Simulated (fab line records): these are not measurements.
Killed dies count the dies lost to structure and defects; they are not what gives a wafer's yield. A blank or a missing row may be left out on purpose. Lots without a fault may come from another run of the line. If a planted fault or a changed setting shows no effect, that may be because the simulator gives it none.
A struck lot beside a sound one | flow sky130 | 43 steps out of a route of 708
Sound: these wafers, L212.1, L212.2, L212.3. Wafers struck: L217.2, L217.5, L217.6. At the end, the cause is stated.
At each step with rows: each side's tool, then ch and its chambers, then its first start. Under that, the readings that differ: sound wafers | struck wafers | difference of the means | sigmas: that difference in standard deviations of wafers without a fault.
alike: readings whose means differ by less than 2 such deviations, and words and numbers that are the same on both sides. not compared: withheld readings, readings that some wafer has no value for, bounds like >300 that may hide the same value, and numbers for which the record gives no deviation and whose values overlap.
Wherever a step has rows on one side only, a row that says differs or no value, or a row with sigmas, the two part there. When numbers do not overlap yet have no deviation, they are printed without sigmas and do not part them. A reading missing from all wafers of one side parts the sides only when that side holds two or more wafers.

first, 6 steps without rows for these wafers: SKY_GATE_OXIDE_HMDS_04 (prime time 60 s); SKY_GATE_OXIDE_COAT_05 (resist thk 1140 nm); SKY_GATE_OXIDE_SOFTBAKE_06 (time 60 s); SKY_GATE_OXIDE_EXPOSE_07 (exposes mask LVOM, target cd 600 nm); SKY_GATE_OXIDE_PEB_08; SKY_GATE_OXIDE_DEVELOP_09 (develop time 60 s).
SKY_GATE_OXIDE_OVL_MEAS_10:
  struck on overlay-02, day 16 02:10; sound on overlay-02, day 14 14:38
  alike: GATE_OXIDE_OVL
then, 2 steps without rows for these wafers: SKY_GATE_OXIDE_IMPLANT_11; SKY_GATE_OXIDE_WET_ETCH_12 (etches SiO2 in dHF, target depth 16.8 nm, time 344.7 s).
SKY_GATE_OXIDE_STRIP_13: strips in O2/N2.
  sound on plasmaAsher-04 ch 0,1, day 14 14:55; struck on plasmaAsher-03 ch 0,1, day 16 02:27
reading             | sound             | struck            | difference | sigmas
oesProductAu (a.u.) | 0.710 0.716 0.709 | 0.724 0.717 0.724 | +0.010     | +2
  alike: drypumpMotorCurrentA, stripTimeToEndpointS
  not compared: rfHoursCounterH
SKY_GATE_OXIDE_TW_MEAS_14:
  struck on filmMetro-03, day 16 02:34; sound on filmMetro-04, day 14 15:01
  alike: GATE_OXIDE_TW
then, 1 step without rows for these wafers: SKY_GATE_OXIDE_CLEAN_15 (cleans in SC1/SC2, time 150 s).
SKY_GATE_OXIDE_OXIDATION_16: stabilise 600 s, purge 300 s, target thk 3.57 nm.
  sound on furnace-01 ch 0, day 14 16:05; struck on furnace-02 ch 0, day 16 03:47
reading                                          | sound          | struck            | difference | sigmas
zonePowerBottomPct (%)                           | 20.5 20.5 20.5 | 23.2 23.2 22.9    | +2.6       | +2
zonePowerTopPct (%)                              | 28.4 29.6 29.3 | 31.3 31.7 31.4    | +2.4       | +2
model.SiO2_of_GATE_OXIDE_OXIDATION_01.thkNm (nm) | 11.85 11.7 12  | 11.64 11.49 11.57 | -0.28      | 
  alike: rampDownCPerMin, spikeTcCentreC
then, 1 step without rows for these wafers: SKY_POLY_GATE_CVD_00 (deposits poly-Si, target thk 180 nm, time 720 s).
SKY_POLY_GATE_THK_MEAS_01:
  struck on filmMetro-01, day 16 06:32; sound on filmMetro-04, day 14 18:49
  alike: POLY_GATE_CVD_00_THK
then, 8 steps without rows for these wafers: SKY_RES_PROTECT_DEHYDRATE_00 (time 60 s); SKY_RES_PROTECT_HMDS_01 (prime time 60 s); SKY_RES_PROTECT_COAT_02 (resist thk 1140 nm); SKY_RES_PROTECT_SOFTBAKE_03 (time 60 s); SKY_RES_PROTECT_EXPOSE_04 (exposes mask RPM, target cd 1270 nm); SKY_RES_PROTECT_PEB_05; SKY_RES_PROTECT_DEVELOP_06 (develop time 61.77 s); SKY_POLY_GATE_IMPLANT_02.
SKY_RES_PROTECT_STRIP_07: strips in O2/N2.
  sound on plasmaAsher-02 ch 0,1, day 15 20:38; struck on plasmaAsher-04 ch 0,1, day 17 10:38
reading                  | sound             | struck            | difference | sigmas
stripTimeToEndpointS (s) | 23.22 23.22 23.19 | 23.33 23.25 23.32 | +0.09      | +2
  alike: drypumpMotorCurrentA, oesProductAu
  not compared: rfHoursCounterH
SKY_RES_PROTECT_TW_MEAS_08:
  struck on filmMetro-04, day 17 10:45; sound on filmMetro-01, day 15 20:44
  alike: POLY_GATE_TW
then, 2 steps without rows for these wafers: SKY_RES_PROTECT_CLEAN_09 (cleans in SC1/SC2, time 150 s); SKY_POLY_GATE_CVD_03 (deposits Si3N4 from DCS/NH3, target thk 75 nm, time 1290 s).
SKY_POLY_GATE_THK_MEAS_04:
  struck on filmMetro-01, day 17 12:45; sound on filmMetro-04, day 16 01:45
  alike: POLY_GATE_CVD_03_THK
then, 8 steps without rows for these wafers: SKY_POLY_GATE_DEHYDRATE_05 (time 60 s); SKY_POLY_GATE_HMDS_06 (prime time 60 s); SKY_POLY_GATE_COAT_07 (resist thk 110 nm); SKY_POLY_GATE_COAT_08 (resist thk 450 nm); SKY_POLY_GATE_SOFTBAKE_09 (time 90 s); SKY_POLY_GATE_EXPOSE_10 (exposes mask P1M, target cd 150 nm); SKY_POLY_GATE_PEB_11; SKY_POLY_GATE_DEVELOP_12 (develop time 60 s).
SKY_POLY_GATE_CD_MEAS_13 targets a cd of 150 nm.
  struck on cdSem-01, day 18 18:43; sound on cdSem-02, day 17 06:07
  alike: cdNm
SKY_POLY_GATE_OVL_MEAS_14:
  struck on overlay-02, day 18 18:49; sound on overlay-02, day 17 06:14
  alike: POLY_GATE_OVL
SKY_POLY_GATE_ETCH_15: etches BARC in N2/H2, stops on SiO2, time 118.5 s, target depth 110 nm.
  sound on rieDiel-01 ch 0,1,2, day 17 06:16; struck on rieDiel-02 ch 0,2, day 18 18:51
  alike: drypumpMotorCurrentA, h2FlowSccm, oesProductAu, throttleValvePct
  not compared: rfHoursCounterH
SKY_POLY_GATE_ETCH_16: etches Si3N4 in CH3F/O2, stops on poly-Si, time 147.5 s, target depth 75 nm.
  sound on rieDiel-01 ch 0,1,2, day 17 06:21; struck on rieDiel-02 ch 0,2, day 18 18:56
  alike: drypumpMotorCurrentA, oesProductAu, throttleValvePct
  not compared: rfHoursCounterH
then, 1 step without rows for these wafers: SKY_POLY_GATE_ETCH_17 (etches poly-Si in HBr/Cl2, stops on SiO2, target depth 180 nm, time 70.5 s).
SKY_POLY_GATE_STRIP_18: strips in O2/N2.
  sound on plasmaAsher-03 ch 0,1, day 17 06:30; struck on plasmaAsher-04 ch 0,1, day 18 19:05
  alike: drypumpMotorCurrentA, oesProductAu, stripTimeToEndpointS
  not compared: rfHoursCounterH
-- a jump in the record: the struck wafers' starts before and after are 29 days apart (it breaks off in module POLY_GATE and resumes in module PAD_OPEN, where the first step shown is number 708 of the route) --
SKY_PAD_OPEN_PROBE_99:
  struck on prober-02, day 47 21:28; sound on prober-01, day 46 15:38
reading                                 | sound             | struck                                                                  | difference                   | sigmas
hold                                    | - - -             | awaitDispo/2.0h/release awaitDispo/2.0h/release awaitDispo/2.0h/release | no value on the sound wafers | 
model.etest.pfet_01v8.rOnOhmUm          | 2926 2869 2896    | 3055 3091 3014                                                          | +156                         | 
model.etest.nfet_01v8.rOnOhmUm          | 824.2 825.6 844.1 | 910.7 913.1 901.9                                                       | +77.3                        | 
model.etest.nfet_01v8_lvt.driveUaUm     | 585.6 586 575.7   | 505.1 500.7 514                                                         | -75.8                        | 
model.etest.nfet_01v8_swapped.driveUaUm | 516.2 507.5 502.6 | 435.8 433 443.4                                                         | -71.4                        | 
model.etest.nfet_01v8_turned.driveUaUm  | 518.2 514.4 505.5 | 432.7 432.4 444.9                                                       | -76.0                        | 
model.etest.nfet_01v8.driveUaUm         | 516.7 513.4 500.9 | 431.5 434.1 442.3                                                       | -74.4                        | 
model.etest.sramNfetPass.driveUaUm      | 519 496.9 483.7   | 430.3 415 419.3                                                         | -78.3                        | 
model.etest.pfet_01v8.driveUaUm         | 192.1 195.8 191.7 | 179 178.5 183.6                                                         | -13                          | 
  alike: killed_at_M0_to_M3, killed_at_M4_up, killedAtContacts, killedAtFrontEnd, killedAtOther, killedDies, killedOpen, killedShort

## WHERE THEY PART
At SKY_GATE_OXIDE_STRIP_13 first; at SKY_PAD_OPEN_PROBE_99 last (within this record only).

WHY: whatever the simulator had introduced
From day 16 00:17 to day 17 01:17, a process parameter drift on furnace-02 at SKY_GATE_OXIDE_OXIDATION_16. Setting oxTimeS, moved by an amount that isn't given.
